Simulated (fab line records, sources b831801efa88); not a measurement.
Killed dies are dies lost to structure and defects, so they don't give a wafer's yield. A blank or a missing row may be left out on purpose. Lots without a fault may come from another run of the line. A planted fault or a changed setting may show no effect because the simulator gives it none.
Chamber matching | flow sfq_line | SFQ_TRILAYER_A5B_CMP_CMP_130 on cmp-01: 4 sister chambers
The step polishes, stops on Nb, target thk 340.7 nm. 8 wafers are shown with their chamber, then 7 later ones without.

WAFERS WITH THEIR CHAMBER
wafer  | chamber | motor_current_A (A) | retaining_ring_pressure_frac
L504.1 | 1       | 8.9                 | 1.005
L504.5 | 1       | 8.8                 | 0.999
L505.3 | 0       | 11.2                | 1.006
L511.1 | 3       | 11.9                | 1.008
L511.2 | 2       | 10.2                | 1.003
L511.6 | 0       | 11.1                | 1.006
L514.1 | 3       | 11.6                | 0.998
L514.5 | 2       | 10.2                | 1.005

WAFERS WITHOUT THEIR CHAMBER
wafer  | motor_current_A (A) | retaining_ring_pressure_frac
L514.6 | 8.5                 | 0.999
L525.2 | 11.4                | 1.010
L525.3 | 9.4                 | 1.001
L525.6 | 11.5                | 0.997
L527.1 | 11.1                | 1.008
L527.2 | 10.1                | 1.001
L527.5 | 11.6                | 1.009

WHICH CHAMBER EACH WENT THROUGH
wafer  | from the rows above     | in truth
L514.6 | 1                       | 1
L525.2 | can't be placed: 0 or 3 | 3
L525.3 | 1                       | 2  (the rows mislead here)
L525.6 | can't be placed: 3 or 0 | 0
L527.1 | 0                       | 0
L527.2 | 2                       | 2
L527.5 | can't be placed: 3 or 0 | 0
Placed correctly: 3 of 7. Can't be placed from these rows: 3 (the true chamber is among the candidates in 3). Placed wrongly: 1.
How it was worked out, from the rows above alone: a wafer's distance from a chamber is the root of the sum, over the readings, of the square of ((its reading less the chamber's mean) divided by the reading's scatter). The wafer belongs to the nearest chamber; if the next one is less than 2 further off, it can't be placed. A chamber's mean is the mean of its shown wafers. The scatter: the root of (the sum of the squares of (reading less its chamber's mean) over the shown wafers, divided by (wafers less chambers)).
